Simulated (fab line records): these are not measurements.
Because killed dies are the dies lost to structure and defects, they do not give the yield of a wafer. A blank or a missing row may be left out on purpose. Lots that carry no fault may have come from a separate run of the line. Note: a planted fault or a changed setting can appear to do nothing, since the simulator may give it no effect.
Which of the tools did it? + flow gf180mcu + 13 lots with 38 wafers sampled at 5 steps, on a route of 602 steps

WHAT THE GAUGES SHOWED, per wafer
GF_SALICIDE_RS_MEAS_04: measures by four-point-probe.
| lot  | measured     | on            | SALICIDE_TIN_RS (ohm/sq) |
|------|--------------|---------------|--------------------------|
| L372 | day 15 00:43 | film_metro-02 | 16.22 16.70 16.71        |
| L373 | day 15 06:15 | film_metro-02 | 16.75 16.51 16.66        |
| L374 | day 15 18:36 | film_metro-02 | 16.11 16.36 16.44        |
| L375 | day 16 01:16 | film_metro-02 | 15.91 16.02 16.20        |
| L376 | day 16 09:15 | film_metro-04 | 16.15 15.90 16.43        |
| L377 | day 16 18:22 | film_metro-02 | 16.22 16.45 16.55        |
| L379 | day 17 14:13 | film_metro-02 | 16.25 16.33 16.27        |
| L380 | day 17 17:12 | film_metro-04 | 16.20 16.27 16.30        |
| L381 | day 18 11:25 | film_metro-04 | 16.02 16.19 16.05        |
| L382 | day 18 23:41 | film_metro-04 | 16.56 16.59 16.52        |
| L385 | day 20 03:45 | film_metro-03 | 15.86 15.82 15.82        |
| L387 | day 20 23:36 | film_metro-03 | 16.89 16.56              |
| L395 | day 23 07:56 | film_metro-03 | 16.53 16.71 16.77        |

GF_CONTACT_OVL_MEAS_15.
| lot  | measured     | on         | CONTACT_OVL (nm) |
|------|--------------|------------|------------------|
| L372 | day 15 23:30 | overlay-02 | -9 -2 3          |
| L373 | day 16 05:40 | overlay-02 | -6 -7 -12        |
| L374 | day 16 17:19 | overlay-02 | 13 11 13         |
| L375 | day 17 00:11 | overlay-02 | 2 9 5            |
| L376 | day 17 09:16 | overlay-02 | -5 -12 -1        |
| L377 | day 17 17:42 | overlay-02 | -11 -17 -10      |
| L379 | day 18 14:53 | overlay-01 | -8 0 1           |
| L380 | day 18 18:05 | overlay-02 | -3 -1 -5         |
| L381 | day 19 13:19 | overlay-02 | 4 2 7            |
| L382 | day 20 00:49 | overlay-01 | -7 -2 -2         |
| L385 | day 21 04:18 | overlay-01 | -7 -7 -5         |
| L387 | day 22 00:58 | overlay-02 | 6 4              |
| L395 | day 24 07:44 | overlay-01 | -2 4 3           |

GF_M1_THK_MEAS_06: measures by xrf.
| lot  | measured     | on            | M1_ALCU_THK (nm) |
|------|--------------|---------------|------------------|
| L372 | day 16 01:01 | film_metro-04 | 453 451 456      |
| L373 | day 16 07:11 | film_metro-04 | 451 455 456      |
| L374 | day 16 18:51 | film_metro-01 | 444 437 445      |
| L375 | day 17 01:44 | film_metro-03 | 449 445 447      |
| L376 | day 17 10:49 | film_metro-03 | 456 455 455      |
| L377 | day 17 19:13 | film_metro-01 | 447 449 442      |
| L379 | day 18 16:40 | film_metro-03 | 446 448 449      |
| L380 | day 18 19:37 | film_metro-03 | 460 464 457      |
| L381 | day 19 14:50 | film_metro-03 | 457 455 458      |
| L382 | day 20 02:20 | film_metro-03 | 448 451 450      |
| L385 | day 21 05:51 | film_metro-01 | 447 426 446      |
| L387 | day 22 02:29 | film_metro-03 | 426 427          |
| L395 | day 24 09:16 | film_metro-03 | 457 462 460      |

WHAT TOOL EACH LOT RAN ON (gives the tool, then ch and the chambers of the sampled wafers, and finally the start)
| lot  | GF_CONTACT_ETCH_17                            | GF_M1_SPUTTER_04             |
|------|-----------------------------------------------|------------------------------|
| L372 | rie_diel-04 ch 0,1,2, day 16 00:52 or earlier | pvd_sputter-02, day 16 00:52 |
| L373 | rie_diel-02 ch 1,2,3, day 16 07:00 or earlier | pvd_sputter-02, day 16 07:00 |
| L374 | rie_diel-03 ch 0,1,3, day 16 18:41 or earlier | pvd_sputter-03, day 16 18:41 |
| L375 | rie_diel-02 ch 1,3, day 17 01:34 or earlier   | pvd_sputter-02, day 17 01:34 |
| L376 | rie_diel-02 ch 0,3, day 17 10:39 or earlier   | pvd_sputter-02, day 17 10:39 |
| L377 | rie_diel-03 ch 2,3, day 17 19:03 or earlier   | pvd_sputter-02, day 17 19:03 |
| L379 | rie_diel-04 ch 2,3, day 18 16:29 or earlier   | pvd_sputter-02, day 18 16:29 |
| L380 | rie_diel-03 ch 0,1, day 18 19:26 or earlier   | pvd_sputter-02, day 18 19:26 |
| L381 | rie_diel-04 ch 0,1,2, day 19 14:40 or earlier | pvd_sputter-01, day 19 14:40 |
| L382 | rie_diel-04 ch 1,2, day 20 02:10 or earlier   | pvd_sputter-03, day 20 02:10 |
| L385 | rie_diel-04 ch 1,2, day 21 05:40 or earlier   | pvd_sputter-02, day 21 05:40 |
| L387 | rie_diel-04 ch 2,3, day 22 02:19 or earlier   | pvd_sputter-02, day 22 02:19 |
| L395 | rie_diel-02 ch 2,3, day 24 09:07 or earlier   | pvd_sputter-03, day 24 09:07 |
- GF_CONTACT_ETCH_17: etches SiO2 in C4F8/O2/Ar, stops on CoSi2, target depth 860 nm.
- GF_M1_SPUTTER_04: material TiN, target thk 50 nm, time 41.7 s.

WHAT THE TOOLS THEMSELVES READ (means of the sampled wafers that have a number; where no wafer has one, the mark that the record gives instead)
GF_CONTACT_ETCH_17.
| lot  | tool        | oes_product_au (a.u.) |
|------|-------------|-----------------------|
| L372 | rie_diel-04 | 0.816                 |
| L373 | rie_diel-02 | 0.808                 |
| L374 | rie_diel-03 | 0.813                 |
| L375 | rie_diel-02 | 0.809                 |
| L376 | rie_diel-02 | 0.819                 |
| L377 | rie_diel-03 | 0.813                 |
| L379 | rie_diel-04 | 0.813                 |
| L380 | rie_diel-03 | 0.809                 |
| L381 | rie_diel-04 | 0.818                 |
| L382 | rie_diel-04 | 0.817                 |
| L385 | rie_diel-04 | 0.813                 |
| L387 | rie_diel-04 | 0.814                 |
| L395 | rie_diel-02 | 0.818                 |

GF_M1_SPUTTER_04.
| lot  | tool           | throttle_valve_pct (%) |
|------|----------------|------------------------|
| L372 | pvd_sputter-02 | 30.5                   |
| L373 | pvd_sputter-02 | 30.5                   |
| L374 | pvd_sputter-03 | 28.6                   |
| L375 | pvd_sputter-02 | 31.2                   |
| L376 | pvd_sputter-02 | 31.1                   |
| L377 | pvd_sputter-02 | 31.0                   |
| L379 | pvd_sputter-02 | 30.6                   |
| L380 | pvd_sputter-02 | 31.3                   |
| L381 | pvd_sputter-01 | 29.2                   |
| L382 | pvd_sputter-03 | 28.8                   |
| L385 | pvd_sputter-02 | 31.6                   |
| L387 | pvd_sputter-02 | 30.9                   |
| L395 | pvd_sputter-03 | 29.7                   |

THE ANSWER, worked out from the rows above alone
Rule: what is usual is taken from the lots themselves. The widest of any qualifying gaps counts: lots, ordered by their means at a reading, are off when they make up no more than a third of the lots, leave a main group of 4 or more, and stand apart from it by 3 or more times the standard deviation of that group's means. A main group is skipped when, at the precision printed for the reading in the tables above, its means are all equal. Also off: a lot with no number at a reading for which 4 or more lots have one. The other lots that the step has rows for count as sound. After the gauges, taken in route order, come the tools' own readings; for these a lot's mean is taken, as printed above. The first step at which some lot is off is used, and at that step the reading that is off furthest; a lot without a number counts as furthest.
Across all readings shown, no lot is off: no conclusion can be drawn from this.

WHAT WAS PUT IN BY THE SIMULATOR
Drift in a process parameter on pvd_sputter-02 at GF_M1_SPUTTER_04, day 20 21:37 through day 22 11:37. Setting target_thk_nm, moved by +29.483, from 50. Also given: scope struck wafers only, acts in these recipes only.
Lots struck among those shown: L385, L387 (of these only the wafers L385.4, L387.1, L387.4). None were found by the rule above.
